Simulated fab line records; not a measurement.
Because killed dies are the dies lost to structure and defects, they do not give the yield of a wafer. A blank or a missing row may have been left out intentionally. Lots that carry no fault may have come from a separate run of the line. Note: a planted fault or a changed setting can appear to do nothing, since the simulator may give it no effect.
Comparing a struck lot with a sound one :: flow sky130 :: 21 steps out of a route of 708
Sound: these wafers, L186.2, L186.4, L186.5. Wafers L198.3, L198.5, L198.6 were the ones struck. At the end, the cause is stated.
Order at every step that has rows: each side's tool, ch and its chambers, its first start. Under that, the readings that differ: sound wafers :: struck wafers :: difference of the means :: sigmas: that difference in standard deviations of wafers without a fault.
alike: a reading whose means differ by less than 2 such deviations, as well as words and numbers matching on both sides. not compared: withheld readings; readings where some wafer has no value; bounds like >300 that might hide an equal value; numbers whose values overlap and for which the record gives no deviation.
Wherever a step has rows on one side only, a row that says differs or no value, or a row with sigmas, the two part there. Non-overlapping numbers with no deviation appear without sigmas and do not part them. Lack of a reading on every wafer of one side parts them only where that side has two or more wafers.

first, 2 steps without rows for these wafers: SKY_VT_ADJUST_PCH_PEB_05; SKY_VT_ADJUST_PCH_DEVELOP_06 (develop time 60 s).
SKY_VT_ADJUST_PCH_OVL_MEAS_07:
  struck on overlay-02, day 17 01:06; sound on overlay-01, day 13 02:20
reading: VT_ADJUST_PCH_OVL (nm)
sound: 0.3 -0.1 1.7
struck: -1.4 -4.1 -4.6
difference: -4.0
sigmas: -2
following that, these wafers have no rows for 1 step: SKY_VT_ADJUST_PCH_IMPLANT_08.
SKY_VT_ADJUST_PCH_STRIP_09: strips in O2/N2.
  sound on plasma-asher-04 ch 1, day 13 02:31; struck on plasma-asher-03 ch 0,1, day 17 01:19
  alike: drypump-motor-current-A, oes-product-au, strip-time-to-endpoint-s
  not compared: rf-hours-counter-h
SKY_VT_ADJUST_PCH_TW_MEAS_10:
  struck on film-metro-04, day 17 01:23; sound on film-metro-03, day 13 02:38
reading: VT_ADJUST_PCH_TW
sound: 139.4 140.1 139.0
struck: 144.3 144.5 143.2
difference: +4.5
sigmas: +2
then, 6 steps without rows for these wafers: SKY_SONOS_TUNNEL_DEHYDRATE_00 (time 60 s); SKY_SONOS_TUNNEL_HMDS_01 (prime time 60 s); SKY_SONOS_TUNNEL_COAT_02 (resist thk 1140 nm); SKY_SONOS_TUNNEL_SOFTBAKE_03 (time 60 s); SKY_SONOS_TUNNEL_EXPOSE_04 (exposes mask TUNM, target cd 410 nm); SKY_SONOS_TUNNEL_PEB_05.
SKY_SONOS_TUNNEL_DEVELOP_06: develop time 60 s.
  sound on litho-track-03 ch 0, day 14 03:29; struck on litho-track-03 ch 0, day 18 06:42
SKY_SONOS_TUNNEL_CD_MEAS_07: target cd 410 nm.
  struck on cd-sem-02, day 18 06:50; sound on cd-sem-02, day 14 03:37
reading: cd-nm (nm)
sound: 409.0 408.5 407.6
struck: - - -
difference: no value on the struck wafers
sigmas: 
SKY_SONOS_TUNNEL_OVL_MEAS_08:
  struck on overlay-02, day 18 06:56; sound on overlay-01, day 14 03:44
reading: SONOS_TUNNEL_OVL (nm)
sound: 1.2 2.7 0.9
struck: - - -
difference: no value on the struck wafers
sigmas: 
then, 3 steps without rows for these wafers: SKY_SONOS_TUNNEL_IMPLANT_09; SKY_SONOS_TUNNEL_WET_ETCH_10 (etches SiO2 in dHF, target depth 14 nm, time 280 s); SKY_SONOS_TUNNEL_STRIP_11 (strips in SPM, time 600 s).
SKY_SONOS_TUNNEL_TW_MEAS_12:
  struck on film-metro-01, day 18 07:23; sound on film-metro-01, day 14 04:11
reading: SONOS_TUNNEL_TW
sound: 193.7 193.7 194.6
struck: 30.0 30.0 30.0
difference: -164.0
sigmas: -61
then, 1 step without rows for these wafers: SKY_SONOS_TUNNEL_CLEAN_13 (cleans in dHF, time 20 s).
-- a jump in the record: the struck wafers' starts before and after are 32 days apart (it breaks off in module SONOS_TUNNEL and resumes in module PAD_OPEN, where the first step shown is number 708 of the route) --
SKY_PAD_OPEN_PROBE_99:
  record: rows for the struck wafers here (prober-02, day 50 12:55), none for the sound ones

WHERE THEY PART
Last at SKY_PAD_OPEN_PROBE_99 as far as this record goes, first at SKY_VT_ADJUST_PCH_OVL_MEAS_07.

WHY: what the simulator had put in
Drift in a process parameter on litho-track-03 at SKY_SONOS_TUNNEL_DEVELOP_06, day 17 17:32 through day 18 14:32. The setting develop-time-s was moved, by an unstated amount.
